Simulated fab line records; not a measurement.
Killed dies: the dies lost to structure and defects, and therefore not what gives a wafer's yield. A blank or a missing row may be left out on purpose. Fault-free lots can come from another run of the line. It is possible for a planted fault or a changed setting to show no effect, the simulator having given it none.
Which tool did it? || flow sky130 || 10 lots, 30 wafers sampled, at 5 steps of a route of 708

WHAT THE GAUGES READ, wafer by wafer
SKY_VT_ADJUST_NCORE_CD_MEAS_07: target cd 380 nm. Usual: 380.4 nm for cd_nm, sd 2.7.
{"lot": "L750", "measured": "day 9 05:25", "on": "cd_sem-02", "cd_nm (nm)": "379.6 379.3 379.3", "flag": ""}
{"lot": "L752", "measured": "day 9 19:16", "on": "cd_sem-01", "cd_nm (nm)": "380.6 380.8 381.8", "flag": ""}
{"lot": "L753", "measured": "day 10 04:15", "on": "cd_sem-01", "cd_nm (nm)": "379.0 379.0 383.0", "flag": ""}
{"lot": "L754", "measured": "day 10 12:16", "on": "cd_sem-02", "cd_nm (nm)": "378.7 380.4 379.9", "flag": ""}
{"lot": "L763", "measured": "day 12 23:52", "on": "cd_sem-02", "cd_nm (nm)": "382.0 382.0 380.8", "flag": ""}
{"lot": "L765", "measured": "day 13 14:57", "on": "cd_sem-02", "cd_nm (nm)": "374.8 375.7 374.1", "flag": ""}
{"lot": "L766", "measured": "day 14 00:18", "on": "cd_sem-01", "cd_nm (nm)": "383.9 382.4 382.2", "flag": ""}
{"lot": "L767", "measured": "day 14 06:43", "on": "cd_sem-02", "cd_nm (nm)": "385.3 386.3 383.8", "flag": ""}
{"lot": "L768", "measured": "day 14 11:58", "on": "cd_sem-02", "cd_nm (nm)": "381.1 382.3 382.7", "flag": ""}
{"lot": "L771", "measured": "day 15 10:41", "on": "cd_sem-02", "cd_nm (nm)": "377.1 380.5 380.8", "flag": ""}

SKY_POLY_GATE_THK_MEAS_01. Usual: POLY_GATE_CVD_00_THK 179.4 nm, standard deviation 1.4.
{"lot": "L750", "measured": "day 14 18:06", "on": "film_metro-01", "POLY_GATE_CVD_00_THK (nm)": "180.0 180.1 180.3", "flag": ""}
{"lot": "L752", "measured": "day 15 11:55", "on": "film_metro-01", "POLY_GATE_CVD_00_THK (nm)": "163.4 147.2 139.7 163.4 147.1 139.7", "flag": "OFF"}
{"lot": "L753", "measured": "day 15 21:29", "on": "film_metro-03", "POLY_GATE_CVD_00_THK (nm)": "138.4 154.2 160.4 138.3 154.0 160.3", "flag": "OFF"}
{"lot": "L754", "measured": "day 16 09:28", "on": "film_metro-03", "POLY_GATE_CVD_00_THK (nm)": "133.8 127.9 125.8 133.7 127.8 125.8", "flag": "OFF"}
{"lot": "L763", "measured": "day 19 11:40", "on": "film_metro-01", "POLY_GATE_CVD_00_THK (nm)": "177.6 177.5 176.7", "flag": ""}
{"lot": "L765", "measured": "day 20 03:22", "on": "film_metro-03", "POLY_GATE_CVD_00_THK (nm)": "179.5 179.8 179.8", "flag": ""}
{"lot": "L766", "measured": "day 20 15:08", "on": "film_metro-01", "POLY_GATE_CVD_00_THK (nm)": "178.4 180.3 178.8", "flag": ""}
{"lot": "L767", "measured": "day 20 20:50", "on": "film_metro-01", "POLY_GATE_CVD_00_THK (nm)": "177.4 175.6 177.3", "flag": ""}
{"lot": "L768", "measured": "day 21 03:33", "on": "film_metro-01", "POLY_GATE_CVD_00_THK (nm)": "179.4 180.2 179.2", "flag": ""}
{"lot": "L771", "measured": "day 22 03:20", "on": "film_metro-03", "POLY_GATE_CVD_00_THK (nm)": "179.4 178.7 179.8", "flag": ""}

SKY_POLY_GATE_THK_MEAS_04. Usual: POLY_GATE_CVD_03_THK 75.0 nm, standard deviation 0.63.
{"lot": "L750", "measured": "day 16 00:02", "on": "film_metro-01", "POLY_GATE_CVD_03_THK (nm)": "74.8 75.0 74.7", "flag": ""}
{"lot": "L752", "measured": "day 16 16:55", "on": "film_metro-04", "POLY_GATE_CVD_03_THK (nm)": "74.3 74.7 74.1", "flag": ""}
{"lot": "L753", "measured": "day 17 04:30", "on": "film_metro-01", "POLY_GATE_CVD_03_THK (nm)": "74.4 74.4 74.2", "flag": ""}
{"lot": "L754", "measured": "day 17 16:55", "on": "film_metro-03", "POLY_GATE_CVD_03_THK (nm)": "74.5 75.1 74.8", "flag": ""}
{"lot": "L763", "measured": "day 20 19:40", "on": "film_metro-03", "POLY_GATE_CVD_03_THK (nm)": "75.5 75.1 75.8", "flag": ""}
{"lot": "L765", "measured": "day 21 12:15", "on": "film_metro-04", "POLY_GATE_CVD_03_THK (nm)": "75.3 74.6 75.1", "flag": ""}
{"lot": "L766", "measured": "day 21 23:53", "on": "film_metro-04", "POLY_GATE_CVD_03_THK (nm)": "75.6 76.0 75.3", "flag": ""}
{"lot": "L767", "measured": "day 22 06:04", "on": "film_metro-01", "POLY_GATE_CVD_03_THK (nm)": "74.5 74.0 73.9", "flag": ""}
{"lot": "L768", "measured": "day 22 12:29", "on": "film_metro-01", "POLY_GATE_CVD_03_THK (nm)": "75.8 76.3 75.9", "flag": ""}
{"lot": "L771", "measured": "day 23 12:37", "on": "film_metro-04", "POLY_GATE_CVD_03_THK (nm)": "74.7 74.3 74.7", "flag": ""}

TOOL THAT RAN EACH LOT (tool first, then ch and the chambers of the sampled wafers, then the start)
{"lot": "L750", "SKY_VT_ADJUST_NCORE_STRIP_10": "plasma_asher-03 ch 0,1, day 9 05:41", "SKY_POLY_GATE_CVD_00": "lpcvd-01 ch 1, day 14 16:52"}
{"lot": "L752", "SKY_VT_ADJUST_NCORE_STRIP_10": "plasma_asher-03 ch 0,1, day 9 19:34", "SKY_POLY_GATE_CVD_00": "lpcvd-01 ch 1, day 15 10:42"}
{"lot": "L753", "SKY_VT_ADJUST_NCORE_STRIP_10": "plasma_asher-02 ch 0,1, day 10 04:33", "SKY_POLY_GATE_CVD_00": "lpcvd-01 ch 0, day 15 20:17"}
{"lot": "L754", "SKY_VT_ADJUST_NCORE_STRIP_10": "plasma_asher-04 ch 0,1, day 10 12:35", "SKY_POLY_GATE_CVD_00": "lpcvd-01 ch 0, day 16 08:16"}
{"lot": "L763", "SKY_VT_ADJUST_NCORE_STRIP_10": "plasma_asher-02 ch 0,1, day 13 00:08", "SKY_POLY_GATE_CVD_00": "lpcvd-01 ch 1, day 19 09:50"}
{"lot": "L765", "SKY_VT_ADJUST_NCORE_STRIP_10": "plasma_asher-02 ch 0,1, day 13 15:16", "SKY_POLY_GATE_CVD_00": "lpcvd-01 ch 0, day 20 02:10"}
{"lot": "L766", "SKY_VT_ADJUST_NCORE_STRIP_10": "plasma_asher-02 ch 0,1, day 14 00:37", "SKY_POLY_GATE_CVD_00": "lpcvd-01 ch 0, day 20 13:56"}
{"lot": "L767", "SKY_VT_ADJUST_NCORE_STRIP_10": "plasma_asher-02 ch 0,1, day 14 07:01", "SKY_POLY_GATE_CVD_00": "lpcvd-01 ch 1, day 20 19:37"}
{"lot": "L768", "SKY_VT_ADJUST_NCORE_STRIP_10": "plasma_asher-03 ch 0,1, day 14 12:16", "SKY_POLY_GATE_CVD_00": "lpcvd-01 ch 0, day 21 02:20"}
{"lot": "L771", "SKY_VT_ADJUST_NCORE_STRIP_10": "plasma_asher-04 ch 0,1, day 15 10:59", "SKY_POLY_GATE_CVD_00": "lpcvd-01 ch 0, day 22 02:08"}
- SKY_VT_ADJUST_NCORE_STRIP_10: strips in O2/N2.
- SKY_POLY_GATE_CVD_00: deposits poly-Si, target thk 180 nm, time 720 s.

WHAT THE TOOLS THEMSELVES READ (means of the sampled wafers that have a number; where no wafer has one, the mark that the record gives instead)
SKY_VT_ADJUST_NCORE_STRIP_10. Usual: drypump_motor_current_A 5.8 A, standard deviation 0.32; oes_product_au 0.716 a.u., standard deviation 0.0048; strip_time_to_endpoint_s 14.20 s, standard deviation 0.038.
{"lot": "L750", "tool": "plasma_asher-03", "drypump_motor_current_A (A)": 5.9, "oes_product_au (a.u.)": 0.714, "strip_time_to_endpoint_s (s)": 14.22, "flag": ""}
{"lot": "L752", "tool": "plasma_asher-03", "drypump_motor_current_A (A)": 5.9, "oes_product_au (a.u.)": 0.721, "strip_time_to_endpoint_s (s)": 14.18, "flag": ""}
{"lot": "L753", "tool": "plasma_asher-02", "drypump_motor_current_A (A)": 5.8, "oes_product_au (a.u.)": 0.709, "strip_time_to_endpoint_s (s)": 14.21, "flag": ""}
{"lot": "L754", "tool": "plasma_asher-04", "drypump_motor_current_A (A)": 5.5, "oes_product_au (a.u.)": 0.712, "strip_time_to_endpoint_s (s)": 14.22, "flag": ""}
{"lot": "L763", "tool": "plasma_asher-02", "drypump_motor_current_A (A)": 6.0, "oes_product_au (a.u.)": 0.717, "strip_time_to_endpoint_s (s)": 14.20, "flag": ""}
{"lot": "L765", "tool": "plasma_asher-02", "drypump_motor_current_A (A)": 5.9, "oes_product_au (a.u.)": 0.713, "strip_time_to_endpoint_s (s)": 14.27, "flag": ""}
{"lot": "L766", "tool": "plasma_asher-02", "drypump_motor_current_A (A)": 5.9, "oes_product_au (a.u.)": 0.717, "strip_time_to_endpoint_s (s)": 14.17, "flag": ""}
{"lot": "L767", "tool": "plasma_asher-02", "drypump_motor_current_A (A)": 6.0, "oes_product_au (a.u.)": 0.717, "strip_time_to_endpoint_s (s)": 14.24, "flag": ""}
{"lot": "L768", "tool": "plasma_asher-03", "drypump_motor_current_A (A)": 5.9, "oes_product_au (a.u.)": 0.719, "strip_time_to_endpoint_s (s)": 14.22, "flag": ""}
{"lot": "L771", "tool": "plasma_asher-04", "drypump_motor_current_A (A)": 5.5, "oes_product_au (a.u.)": 0.712, "strip_time_to_endpoint_s (s)": 14.19, "flag": ""}

SKY_POLY_GATE_CVD_00. Usual: spike_tc_centre_C 620.9 C, standard deviation 1.1; spike_tc_lower_C 620.7 C, standard deviation 1.1; spike_tc_upper_C 620.0 C, standard deviation 0.93; zone_power_centre_pct 9.18 %, standard deviation 0.23; zone_power_lower_pct 8.4 %, standard deviation 0.69; zone_power_upper_pct 9.3 %, standard deviation 0.41.
{"lot": "L750", "tool": "lpcvd-01", "spike_tc_centre_C (C)": 621.6, "spike_tc_lower_C (C)": 619.7, "spike_tc_upper_C (C)": 620.3, "zone_power_centre_pct (%)": 9.36, "zone_power_lower_pct (%)": 7.7, "zone_power_upper_pct (%)": 9.5, "flag": ""}
{"lot": "L752", "tool": "lpcvd-01", "spike_tc_centre_C (C)": 584.4, "spike_tc_lower_C (C)": 624.9, "spike_tc_upper_C (C)": 625.9, "zone_power_centre_pct (%)": 3.12, "zone_power_lower_pct (%)": 10.5, "zone_power_upper_pct (%)": 13.2, "flag": "OFF"}
{"lot": "L753", "tool": "lpcvd-01", "spike_tc_centre_C (C)": 584.3, "spike_tc_lower_C (C)": 626.6, "spike_tc_upper_C (C)": 624.8, "zone_power_centre_pct (%)": 2.99, "zone_power_lower_pct (%)": 12.4, "zone_power_upper_pct (%)": 12.0, "flag": "OFF"}
{"lot": "L754", "tool": "lpcvd-01", "spike_tc_centre_C (C)": 584.6, "spike_tc_lower_C (C)": 625.3, "spike_tc_upper_C (C)": 625.3, "zone_power_centre_pct (%)": 2.95, "zone_power_lower_pct (%)": 12.4, "zone_power_upper_pct (%)": 12.0, "flag": "OFF"}
{"lot": "L763", "tool": "lpcvd-01", "spike_tc_centre_C (C)": 620.3, "spike_tc_lower_C (C)": 620.1, "spike_tc_upper_C (C)": 620.5, "zone_power_centre_pct (%)": 9.39, "zone_power_lower_pct (%)": 7.8, "zone_power_upper_pct (%)": 9.6, "flag": ""}
{"lot": "L765", "tool": "lpcvd-01", "spike_tc_centre_C (C)": 619.8, "spike_tc_lower_C (C)": 621.8, "spike_tc_upper_C (C)": 620.3, "zone_power_centre_pct (%)": 9.06, "zone_power_lower_pct (%)": 9.1, "zone_power_upper_pct (%)": 8.8, "flag": ""}
{"lot": "L766", "tool": "lpcvd-01", "spike_tc_centre_C (C)": 620.2, "spike_tc_lower_C (C)": 620.8, "spike_tc_upper_C (C)": 620.4, "zone_power_centre_pct (%)": 8.90, "zone_power_lower_pct (%)": 9.1, "zone_power_upper_pct (%)": 9.0, "flag": ""}
{"lot": "L767", "tool": "lpcvd-01", "spike_tc_centre_C (C)": 621.0, "spike_tc_lower_C (C)": 621.8, "spike_tc_upper_C (C)": 619.5, "zone_power_centre_pct (%)": 9.40, "zone_power_lower_pct (%)": 7.8, "zone_power_upper_pct (%)": 9.8, "flag": ""}
{"lot": "L768", "tool": "lpcvd-01", "spike_tc_centre_C (C)": 620.5, "spike_tc_lower_C (C)": 620.9, "spike_tc_upper_C (C)": 619.7, "zone_power_centre_pct (%)": 8.96, "zone_power_lower_pct (%)": 9.2, "zone_power_upper_pct (%)": 8.9, "flag": ""}
{"lot": "L771", "tool": "lpcvd-01", "spike_tc_centre_C (C)": 620.6, "spike_tc_lower_C (C)": 621.6, "spike_tc_upper_C (C)": 619.2, "zone_power_centre_pct (%)": 8.93, "zone_power_lower_pct (%)": 9.0, "zone_power_upper_pct (%)": 8.8, "flag": ""}

THE ANSWER, worked out from the rows above alone
Rule: a lot is off if the mean of its wafers that have a number lies more than 3 standard deviations from the usual mean. A lot without any number at a reading at which 4 lots or more have one is off too. Where the step has rows for the other lots, those lots are counted as sound. First the gauges in route order, then the tools' own readings, where a lot's mean is used as printed above. At the first step where some lot is off, the reading lying furthest off is the one used; lots without a number count as furthest.
Off: at SKY_POLY_GATE_THK_MEAS_01 (POLY_GATE_CVD_00_THK), L752, L753, L754.
If a tool, at a process step before that reading, ran all the lots that are off and no sound lot after the first of them, it fits. Not tried: the gauges at SKY_POLY_GATE_THK_MEAS_01; whatever is off there is also off at SKY_POLY_GATE_CVD_00, on other tools, and gauge error can't account for it. Not one of the candidates tried fits.

WHAT THE SIMULATOR PUT IN
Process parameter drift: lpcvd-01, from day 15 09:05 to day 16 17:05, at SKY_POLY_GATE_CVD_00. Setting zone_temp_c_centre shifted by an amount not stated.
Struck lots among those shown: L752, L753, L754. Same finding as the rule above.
